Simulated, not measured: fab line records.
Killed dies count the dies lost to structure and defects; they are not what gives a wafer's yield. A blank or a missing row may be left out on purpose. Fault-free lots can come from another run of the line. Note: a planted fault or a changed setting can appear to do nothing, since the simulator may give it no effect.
Matching of chambers + flow sky130 + 3 sister chambers for SKY_VIA4_HDPCVD_00 on hdpcvd-01
The step deposits SiO2, target thk 1750 nm, time 291.7 s. 6 wafers are shown with their chamber, then 6 later ones without.

== WAFERS, EACH WITH ITS CHAMBER ==
| wafer  | chamber | run_length_s (s) |
|--------|---------|------------------|
| L251.1 | 2       | 319.0            |
| L251.2 | 1       | 320.5            |
| L251.6 | 1       | 319.8            |
| L253.2 | 0       | 318.8            |
| L253.4 | 0       | 318.7            |
| L253.5 | 2       | 319.4            |

== WAFERS WITHOUT THEIR CHAMBER ==
| wafer  | run_length_s (s) |
|--------|------------------|
| L254.1 | 320.3            |
| L254.2 | 318.9            |
| L254.4 | 319.8            |
| L256.1 | 319.8            |
| L256.2 | 319.7            |
| L256.4 | 318.6            |

== EACH ONE'S CHAMBER ==
| wafer  | from the rows above          | in truth |
|--------|------------------------------|----------|
| L254.1 | 1                            | 1        |
| L254.2 | can't be placed: 0 or 2      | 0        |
| L254.4 | can't be placed: 1 or 2      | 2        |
| L256.1 | can't be placed: 1 or 2      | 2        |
| L256.2 | can't be placed: 1 or 2 or 0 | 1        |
| L256.4 | can't be placed: 0 or 2      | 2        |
Correct placement for 1 of the 6. Unplaceable from these rows: 5, with the true chamber sitting among the candidates in 5. Wrongly placed: 0.
How it was worked out, from the rows above alone: a wafer's distance from a chamber is the root of the sum, over the readings, of the square of ((its reading less the chamber's mean) divided by the reading's scatter). If the next closest chamber is less than 2 further off than the closest, the wafer can't be placed; otherwise it belongs to the closest. A chamber's mean is the mean of its shown wafers. How the scatter is found: for the shown wafers, subtract from each reading the mean of its chamber, square and add these, divide the total by (wafers less chambers), then take the root.
